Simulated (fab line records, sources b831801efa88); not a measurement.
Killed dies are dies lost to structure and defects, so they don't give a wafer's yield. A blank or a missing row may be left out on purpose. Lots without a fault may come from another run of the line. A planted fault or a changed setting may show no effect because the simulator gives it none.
Chamber matching | flow gf180mcu | GF_V5_CMP_04 on cmp-02: 4 sister chambers
The step polishes SiO2. 18 wafers are shown with their chamber, then 9 later ones without.

WAFERS WITH THEIR CHAMBER
wafer  | chamber | motor_current_A (A)
L744.1 | 1       | 11.2
L744.2 | 2       | 12.0
L744.6 | 0       | 13.1
L746.1 | 1       | 12.1
L746.2 | 3       | 12.0
L746.6 | 0       | 13.3
L747.2 | 0       | 13.5
L747.4 | 2       | 12.2
L747.5 | 3       | 12.4
L748.1 | 1       | 12.1
L748.2 | 2       | 11.5
L748.3 | 0       | 14.6
L750.4 | 2       | 12.2
L750.5 | 1       | 11.7
L750.6 | 2       | 11.8
L756.1 | 3       | 11.8
L756.3 | 2       | 11.6
L756.6 | 2       | 11.9

SIGNATURES (means of the wafers above)
reading         | chamber 0 | chamber 1 | chamber 2 | chamber 3 | scatter within a chamber
motor_current_A | 13.625    | 11.775    | 11.886    | 12.067    | 0.425
Rule: a wafer's distance from a chamber is the root of the sum, over the readings, of the square of ((its reading less the chamber's mean) divided by the reading's scatter). The wafer belongs to the nearest chamber; if the next one is less than 2 further off, it can't be placed. The scatter: the root of (the sum of the squares of (reading less its chamber's mean) over the shown wafers, divided by (wafers less chambers)).

WAFERS WITHOUT THEIR CHAMBER
wafer  | motor_current_A (A)
L761.1 | 12.2
L761.2 | 12.1
L761.3 | 11.5
L763.2 | 12.1
L763.4 | 13.4
L763.5 | 13.6
L765.1 | 13.6
L765.2 | 12.5
L765.4 | 11.6

WHICH CHAMBER EACH WENT THROUGH
wafer  | from the rows above               | in truth
L761.1 | can't be placed: 3 or 2 or 1      | 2
L761.2 | can't be placed: 3 or 2 or 1      | 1
L761.3 | can't be placed: 1 or 2 or 3      | 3
L763.2 | can't be placed: 3 or 2 or 1      | 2
L763.4 | 0                                 | 0
L763.5 | 0                                 | 0
L765.1 | 0                                 | 0
L765.2 | can't be placed: 3 or 2 or 1 or 0 | 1
L765.4 | can't be placed: 1 or 2 or 3      | 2
Placed correctly: 3 of 9. Can't be placed from these rows: 6 (the true chamber is among the candidates in 6). Placed wrongly: 0.
